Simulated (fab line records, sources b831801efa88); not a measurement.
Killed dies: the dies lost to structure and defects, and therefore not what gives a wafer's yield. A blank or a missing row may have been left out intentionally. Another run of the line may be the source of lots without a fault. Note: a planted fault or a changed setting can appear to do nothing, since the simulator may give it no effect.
The tool behind it: which one?	flow sfq_line	7 lots, 21 wafers sampled, at 2 steps of a route of 325

== WHAT EACH GAUGE READ, for each wafer ==
SFQ_I1_BOW_MEAS_912.
lot	measured	on	I1_BOW (um)
L685	day 17 14:05	film_metro-03	-13 -7 10
L688	day 18 07:29	film_metro-04	3 -2 3
L690	day 18 23:49	film_metro-04	0 12 -11
L694	day 21 16:07	film_metro-04	-8 -7 -11
L696	day 23 03:46	film_metro-04	5 14 16 - - -
L699	day 23 21:13	film_metro-01	2 5 6 - - -
L707	day 27 12:10	film_metro-04	-8 -6 -5

== WHAT TOOL EACH LOT RAN ON (gives the tool, then ch and the chambers of the sampled wafers, and finally the start) ==
lot	SFQ_TRILAYER_I1_CMP_CMP_046
L685	cmp-02 ch 0,1,2, day 17 11:05
L688	cmp-01 ch 0,1, day 18 04:59
L690	cmp-01 ch 2,3, day 18 20:48
L694	cmp-01 ch 1,2, day 21 13:37
L696	cmp-01 ch 0,1,2, day 23 01:46
L699	cmp-01 ch 0,1,3, day 23 18:40
L707	cmp-02 ch 0,1, day 27 09:10
- SFQ_TRILAYER_I1_CMP_CMP_046: polishes SiO2.

== THE ANSWER, worked out from the rows above alone ==
Rule: usual is defined by the lots themselves. Put in order of their means at a reading, lots are off if they are a third of the lots or fewer, leave a main group of 4 or more, and stand apart from it by a gap of 3 or more times the standard deviation of the main group's means; of several such gaps the widest counts. If all means in a main group match to the digits the tables above print for the reading, that group is not used. A lot without any number at a reading at which 4 lots or more have one is off too. The other lots that the step has rows for count as sound.
None of the lots is off at any reading shown; this tells nothing.

== WHAT HAD BEEN PUT IN BY THE SIMULATOR ==
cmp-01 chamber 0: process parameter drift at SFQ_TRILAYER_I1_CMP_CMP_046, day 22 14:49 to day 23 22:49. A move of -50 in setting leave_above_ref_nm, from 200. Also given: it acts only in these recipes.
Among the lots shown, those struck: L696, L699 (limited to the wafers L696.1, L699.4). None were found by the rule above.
